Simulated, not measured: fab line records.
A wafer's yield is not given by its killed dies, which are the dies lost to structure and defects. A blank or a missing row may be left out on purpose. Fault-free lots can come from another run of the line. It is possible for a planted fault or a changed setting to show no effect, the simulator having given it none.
A struck lot beside a sound one | flow gf180mcu | 14 steps out of a route of 602
Sound: these wafers, L295.2, L295.3, L295.4. Struck: wafers L309.2, L309.4, L309.6. Last of all comes the cause.
For every step that has rows: the tool of each side, followed by ch and its chambers, followed by its first start. Under that, the readings that differ: sound wafers | struck wafers | difference of the means | sigmas: that difference in standard deviations of wafers without a fault.
alike: words and numbers the same on both sides, and readings whose means are apart by under 2 such deviations; not compared: readings that were withheld, readings missing a value for some wafer, numbers with overlapping values and no deviation given by the record, and bounds like >300 which may hide the same value.
A row with sigmas, a row that says differs or no value, or rows on one side alone: a step with any of these is where the two part. When numbers do not overlap yet have no deviation, they are printed without sigmas and do not part them. Lack of a reading on every wafer of one side parts them only where that side has two or more wafers.

GF_M1_SPUTTER_00: material Ti, target thk 37.5 nm, time 150 s.
  sound: pvd-sputter-04 at day 17 13:41; struck: pvd-sputter-04 at day 22 18:14
  alike: throttle-valve-pct
GF_M1_SPUTTER_01: material TiN, target thk 30 nm, time 25 s.
  sound: pvd-sputter-04 at day 17 13:47; struck: pvd-sputter-04 at day 22 18:20
  alike: throttle-valve-pct
GF_M1_SPUTTER_02: material AlCu, target thk 450 nm, time 23.9 s.
  sound: pvd-sputter-04 at day 17 13:49; struck: pvd-sputter-04 at day 22 18:22
  alike: throttle-valve-pct
GF_M1_SPUTTER_03: material Ti, target thk 10 nm, time 6.7 s.
  sound: pvd-sputter-04 at day 17 13:51; struck: pvd-sputter-04 at day 22 18:24
  alike: throttle-valve-pct
GF_M1_SPUTTER_04: material TiN, target thk 50 nm, time 41.7 s.
  sound: pvd-sputter-04 at day 17 13:52; struck: pvd-sputter-04 at day 22 18:25
  alike: throttle-valve-pct
GF_M1_RS_MEAS_05: measurement is done with a four-point probe.
  sound: film-metro-04 at day 17 13:56; struck: film-metro-04 at day 22 18:29
  alike: M1_ALCU_RS
GF_M1_THK_MEAS_06: measures by xrf.
  sound: film-metro-04 at day 17 14:02; struck: film-metro-04 at day 22 18:35
  alike: M1_ALCU_THK
then, 5 steps without rows for these wafers: GF_M1_DEHYDRATE_07 (time 60 s); GF_M1_HMDS_08 (prime time 60 s); GF_M1_COAT_09 (resist thk 1000 nm); GF_M1_SOFTBAKE_10 (time 60 s); GF_M1_EXPOSE_11 (exposes mask Metal1, target cd 230 nm).
GF_M1_PEB_12: peb time 90 s.
  struck on litho-track-01, day 23 16:52; sound on litho-track-01 ch 0, day 18 13:28
  no value came back on the struck wafers for chill-plate-temp-C (C), exhaust-pa (Pa), plate-temp-C (C); on the sound wafers chill-plate-temp-C (C) reads 23.05 22.96 23.03
then, 1 step without rows for these wafers: GF_M1_DEVELOP_13 (develop time 60 s).

## WHERE THEY PART
Within this record, at GF_M1_PEB_12 only.

WHY: the cause the simulator had injected
Beginning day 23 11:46, the whole step at GF_M1_PEB_12 was skipped on litho-track-01. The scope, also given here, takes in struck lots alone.
